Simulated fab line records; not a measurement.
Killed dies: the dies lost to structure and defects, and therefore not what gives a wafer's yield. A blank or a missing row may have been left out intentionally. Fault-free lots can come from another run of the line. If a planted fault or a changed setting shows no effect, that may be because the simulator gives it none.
Chamber matching :: flow gf180mcu :: GF_SAB_ETCH_11 on rieDiel-02: 4 sister chambers
The step etches SiO2 in C4F8/O2/Ar, target depth 55 nm, time 8.5 s. 8 wafers are shown with their chamber, then 7 later ones without.

## WAFERS WITH THEIR CHAMBER
wafer: L979.1
chamber: 2
rfFwdPowerW (W): 1469
oesProductAu (a.u.): 0.991

wafer: L980.1
chamber: 1
rfFwdPowerW (W): 1477
oesProductAu (a.u.): 1.003

wafer: L981.4
chamber: 0
rfFwdPowerW (W): 1465
oesProductAu (a.u.): 0.998

wafer: L984.2
chamber: 3
rfFwdPowerW (W): 1464
oesProductAu (a.u.): 1.002

wafer: L984.4
chamber: 1
rfFwdPowerW (W): 1481
oesProductAu (a.u.): 0.998

wafer: L984.6
chamber: 0
rfFwdPowerW (W): 1469
oesProductAu (a.u.): 0.990

wafer: L986.3
chamber: 2
rfFwdPowerW (W): 1475
oesProductAu (a.u.): 0.994

wafer: L986.4
chamber: 3
rfFwdPowerW (W): 1460
oesProductAu (a.u.): 1.012

## WAFERS MISSING THEIR CHAMBER
wafer: L986.5
rfFwdPowerW (W): 1468
oesProductAu (a.u.): 0.993

wafer: L987.3
rfFwdPowerW (W): 1475
oesProductAu (a.u.): 1.005

wafer: L987.4
rfFwdPowerW (W): 1459
oesProductAu (a.u.): 1.014

wafer: L987.5
rfFwdPowerW (W): 1473
oesProductAu (a.u.): 0.999

wafer: L988.2
rfFwdPowerW (W): 1474
oesProductAu (a.u.): 0.991

wafer: L988.6
rfFwdPowerW (W): 1457
oesProductAu (a.u.): 1.012

wafer: L990.2
rfFwdPowerW (W): 1486
oesProductAu (a.u.): 0.996

## CHAMBER TAKEN BY EACH
wafer: L986.5
from the rows above: can't be placed: 0 or 2
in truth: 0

wafer: L987.3
from the rows above: can't be placed: 1 or 2 or 0
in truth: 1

wafer: L987.4
from the rows above: 3
in truth: 3

wafer: L987.5
from the rows above: can't be placed: 2 or 1 or 0
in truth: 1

wafer: L988.2
from the rows above: can't be placed: 2 or 0 or 1
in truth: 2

wafer: L988.6
from the rows above: 3
in truth: 3

wafer: L990.2
from the rows above: 1
in truth: 1
Correctly placed: 3 of 7. Not placeable from these rows: 4 (in 4, the candidates include the true chamber). Wrongly placed: 0.
How it was worked out, from the rows above alone: a wafer's distance from a chamber is the root of the sum, over the readings, of the square of ((its reading less the chamber's mean) divided by the reading's scatter). If the next closest chamber is less than 2 further off than the closest, the wafer can't be placed; otherwise it belongs to the closest. Each chamber's mean is taken over the wafers shown for it. How the scatter is found: for the shown wafers, subtract from each reading the mean of its chamber, square and add these, divide the total by (wafers less chambers), then take the root.
